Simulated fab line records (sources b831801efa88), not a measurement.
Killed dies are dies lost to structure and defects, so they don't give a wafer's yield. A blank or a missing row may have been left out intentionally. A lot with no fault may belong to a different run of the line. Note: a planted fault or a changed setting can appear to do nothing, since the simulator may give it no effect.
What tool caused it? -- flow sky130 -- Sampling: 13 lots, 39 wafers, 4 of 708 route steps

## WHAT THE GAUGES SHOWED, per wafer
SKY_PWDE_OVL_MEAS_07.
lot,measured,on,PWDE_OVL (nm)
L772,day 4 07:25,overlay-01,-1.0 1.7 0.9
L773,day 4 13:02,overlay-02,0.0 -1.1 0.5
L775,day 4 18:10,overlay-01,1.2 1.9 1.9
L776,day 4 22:31,overlay-02,2.4 1.3 1.6
L777,day 5 10:55,overlay-02,2.4 0.7 1.8
L780,day 6 04:14,overlay-01,0.1 0.8 -0.6
L781,day 6 06:37,overlay-01,0.5 -1.0 1.1
L783,day 6 14:58,overlay-01,0.4 -1.2 0.7
L787,day 7 20:16,overlay-01,-0.8 0.5 -4.2
L789,day 8 01:07,overlay-01,-1.3 2.3 0.4
L790,day 8 17:10,overlay-02,0.0 0.7 2.4
L791,day 8 23:29,overlay-02,0.2 0.5 1.7
L793,day 9 09:41,overlay-01,3.5 3.0 2.1

SKY_SD_N_CD_MEAS_07 targets a cd of 380 nm.
lot,measured,on,cd-nm (nm)
L772,day 28 20:01,cd-sem-02,379.7 379.9 378.1
L773,day 28 17:07,cd-sem-01,381.4 380.3 381.0
L775,day 29 01:37,cd-sem-01,380.7 381.4 380.2
L776,day 29 16:55,cd-sem-02,384.1 384.9 381.9
L777,day 30 04:34,cd-sem-01,380.0 379.8 380.6
L780,day 31 06:23,cd-sem-01,376.7 375.0 379.0
L781,day 31 12:13,cd-sem-02,380.4 382.4 381.1
L783,day 32 09:43,cd-sem-02,383.6 383.1 380.4
L787,day 33 09:42,cd-sem-01,378.8 379.2 377.8
L789,day 33 18:47,cd-sem-02,378.6 381.4 380.4
L790,day 34 15:04,cd-sem-02,380.1 378.3 379.5
L791,day 35 01:19,cd-sem-01,382.4 382.7 383.3
L793,day 35 07:42,cd-sem-02,380.0 380.6 380.1

## WHICH TOOL RAN EACH LOT (tool, then ch and the chambers of the sampled wafers, then the start)
lot,SKY_PWDE_IMPLANT_08,SKY_VT_ADJUST_HVTR_STRIP_10
L772,"implanter-02 ch 0, day 4 07:26","plasma-asher-04 ch 0,1, day 10 06:47"
L773,"implanter-04 ch 0, day 4 13:04","plasma-asher-03 ch 0,1, day 10 07:02"
L775,"implanter-04 ch 0, day 4 18:11","plasma-asher-02 ch 0,1, day 10 12:07"
L776,"implanter-02 ch 0, day 4 22:32","plasma-asher-03 ch 0,1, day 10 18:23"
L777,"implanter-04 ch 0, day 5 10:56","plasma-asher-04 ch 0,1, day 11 10:02"
L780,"implanter-04 ch 0, day 6 04:17","plasma-asher-04 ch 0, day 12 10:44"
L781,"implanter-02 ch 0, day 6 06:38","plasma-asher-03 ch 0,1, day 12 14:32"
L783,"implanter-04 ch 0, day 6 15:02","plasma-asher-04 ch 0,1, day 13 07:06"
L787,"implanter-01 ch 0, day 7 20:19","plasma-asher-04 ch 0,1, day 14 15:13"
L789,"implanter-02 ch 0, day 8 01:10","plasma-asher-04 ch 0,1, day 14 22:28"
L790,"implanter-01 ch 0, day 8 17:17","plasma-asher-04 ch 0,1, day 15 20:11"
L791,"implanter-04 ch 0, day 8 23:31","plasma-asher-04 ch 1, day 16 07:20"
L793,"implanter-02 ch 0, day 9 09:44","plasma-asher-03 ch 0,1, day 16 17:01"
- SKY_PWDE_IMPLANT_08
- SKY_VT_ADJUST_HVTR_STRIP_10: strips in O2/N2.

## AS READ BY THE TOOLS THEMSELVES (means over the sampled wafers that have a number; for cases with no such wafer, the mark the record gives instead)
SKY_PWDE_IMPLANT_08.
lot,tool,beam-energy-keV,dose-ions-cm2
L772,implanter-02,150.00,3.6e+12
L773,implanter-04,149.97,3.6e+12
L775,implanter-04,149.97,3.6e+12
L776,implanter-02,149.99,3.6e+12
L777,implanter-04,150.00,3.6e+12
L780,implanter-04,159.05,3.6e+12
L781,implanter-02,150.06,3.6e+12
L783,implanter-04,158.98,3.6e+12
L787,implanter-01,150.03,3.6e+12
L789,implanter-02,150.03,3.6e+12
L790,implanter-01,150.01,3.6e+12
L791,implanter-04,149.98,3.6e+12
L793,implanter-02,150.02,3.6e+12

SKY_VT_ADJUST_HVTR_STRIP_10.
lot,tool,drypump-motor-current-A (A),n2-flow-sccm (sccm),oes-product-au (a.u.),strip-time-to-endpoint-s (s)
L772,plasma-asher-04,5.3,301.9,0.716,14.18
L773,plasma-asher-03,5.9,300.0,0.716,14.27
L775,plasma-asher-02,5.5,299.9,0.717,14.24
L776,plasma-asher-03,6.2,299.9,0.713,14.21
L777,plasma-asher-04,5.3,299.0,0.711,14.20
L780,plasma-asher-04,5.8,300.5,0.717,14.22
L781,plasma-asher-03,5.9,300.1,0.716,14.25
L783,plasma-asher-04,5.6,299.9,0.719,14.26
L787,plasma-asher-04,5.6,300.9,0.722,14.23
L789,plasma-asher-04,5.3,298.9,0.718,14.26
L790,plasma-asher-04,5.6,299.8,0.717,14.24
L791,plasma-asher-04,5.1,300.5,0.718,14.21
L793,plasma-asher-03,6.2,300.4,0.712,14.21

## THE ANSWER, worked out from the rows above alone
Rule: what is usual is taken from the lots themselves. Put in order of their means at a reading, lots are off if they are a third of the lots or fewer, leave a main group of 4 or more, and stand apart from it by a gap of 3 or more times the standard deviation of the main group's means; of several such gaps the widest counts. The tables above print the reading to a certain number of digits; a main group whose means all agree to those digits is not used. Also off: a lot with no number at a reading for which 4 or more lots have one. Where the step has rows for the other lots, those lots are counted as sound. The gauges are gone through in route order, then the tools' own readings, and for those a lot's mean is taken as printed above. The first step at which some lot is off is used, and at that step the reading that is off furthest; a lot without a number counts as furthest.
Off: L780, L783 (SKY_PWDE_IMPLANT_08, beam-energy-keV). The main group: mean 150.01, standard deviation 0.027.
If a tool, at that step or one of the process steps before it, ran each lot that is off and ran no sound lot following the first of them, it fits. None of those tried fits.

## WHAT THE SIMULATOR PUT IN
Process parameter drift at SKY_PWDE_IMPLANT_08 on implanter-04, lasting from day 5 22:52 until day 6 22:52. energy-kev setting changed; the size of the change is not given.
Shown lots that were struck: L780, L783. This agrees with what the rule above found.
